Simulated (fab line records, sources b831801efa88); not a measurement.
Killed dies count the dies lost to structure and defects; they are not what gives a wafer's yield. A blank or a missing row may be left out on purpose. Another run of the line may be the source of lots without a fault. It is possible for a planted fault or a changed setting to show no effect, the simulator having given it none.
Chamber matching + flow gf180mcu + GF_STI_CMP_25 on cmp-02 has 4 sister chambers
The step polishes, stops on Si3N4, t overpolish 33 s, target thk 524.6 nm. 16 wafers are shown with their chamber, then 8 later ones without.

## EACH WAFER AND ITS CHAMBER
| wafer  | chamber | motor_current_A (A) | overpolish_run_s (s) | time_to_endpoint_s (s) |
|--------|---------|---------------------|----------------------|------------------------|
| L454.1 | 0       | 11.8                | 32.989               | 121.8                  |
| L454.2 | 2       | 10.6                | 33.017               | 125.5                  |
| L454.5 | 2       | 10.5                | 32.984               | 124.6                  |
| L455.1 | 1       | 12.1                | 32.980               | 121.8                  |
| L455.4 | 3       | 9.0                 | 33.017               | 122.8                  |
| L455.5 | 1       | 12.2                | 33.015               | 124.5                  |
| L456.1 | 1       | 11.6                | 32.991               | 127.9                  |
| L456.2 | 0       | 11.9                | 33.003               | 127.8                  |
| L456.6 | 1       | 11.4                | 33.003               | 128.1                  |
| L460.3 | 0       | 11.9                | 33.007               | 125.8                  |
| L460.4 | 1       | 12.6                | 33.006               | 127.5                  |
| L460.5 | 3       | 9.2                 | 32.991               | 126.6                  |
| L462.2 | 2       | 10.6                | 33.007               | 131.2                  |
| L462.5 | 3       | 9.3                 | 33.003               | 129.7                  |
| L462.6 | 0       | 12.2                | 32.982               | 128.2                  |
| L463.2 | 1       | 12.5                | 32.975               | 130.7                  |

SIGNATURES (averages over the wafers above)
| reading            | chamber 0 | chamber 1 | chamber 2 | chamber 3 | scatter within a chamber |
|--------------------|-----------|-----------|-----------|-----------|--------------------------|
| motor_current_A    | 11.950    | 12.067    | 10.567    | 9.167     | 0.329                    |
| overpolish_run_s   | 32.99525  | 32.99500  | 33.00267  | 33.00367  | 0.0146                   |
| time_to_endpoint_s | 125.900   | 126.750   | 127.100   | 126.367   | 3.22                     |
Rule: a wafer's distance from a chamber is the root of the sum, over the readings, of the square of ((its reading less the chamber's mean) divided by the reading's scatter). The wafer belongs to the nearest chamber; if the next one is less than 2 further off, it can't be placed. The scatter is the square root of a quotient: the sum, over the shown wafers, of each reading's squared deviation from its chamber's mean, divided by wafers minus chambers.

## WAFERS WITH NO CHAMBER GIVEN
| wafer  | motor_current_A (A) | overpolish_run_s (s) | time_to_endpoint_s (s) |
|--------|---------------------|----------------------|------------------------|
| L463.5 | 9.5                 | 32.998               | 130.5                  |
| L463.6 | 9.8                 | 33.002               | 128.8                  |
| L467.1 | 9.0                 | 33.008               | 124.3                  |
| L467.4 | 12.3                | 33.015               | 126.1                  |
| L467.6 | 11.6                | 33.003               | 127.1                  |
| L472.3 | 12.1                | 32.998               | 124.9                  |
| L472.4 | 12.3                | 32.980               | 125.3                  |
| L472.5 | 10.4                | 33.005               | 125.9                  |

## WHICH CHAMBER EACH WENT THROUGH
| wafer  | from the rows above          | in truth |
|--------|------------------------------|----------|
| L463.5 | can't be placed: 3 or 2      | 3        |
| L463.6 | can't be placed: 3 or 2      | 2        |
| L467.1 | 3                            | 3        |
| L467.4 | can't be placed: 1 or 0      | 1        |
| L467.6 | can't be placed: 0 or 1 or 2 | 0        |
| L472.3 | can't be placed: 0 or 1      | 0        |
| L472.4 | can't be placed: 1 or 0      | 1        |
| L472.5 | 2                            | 2        |
Correct placement for 2 of the 8. Cannot be placed on the basis of these rows: 6; the candidates contain the true chamber in 6. Placed wrongly: 0.
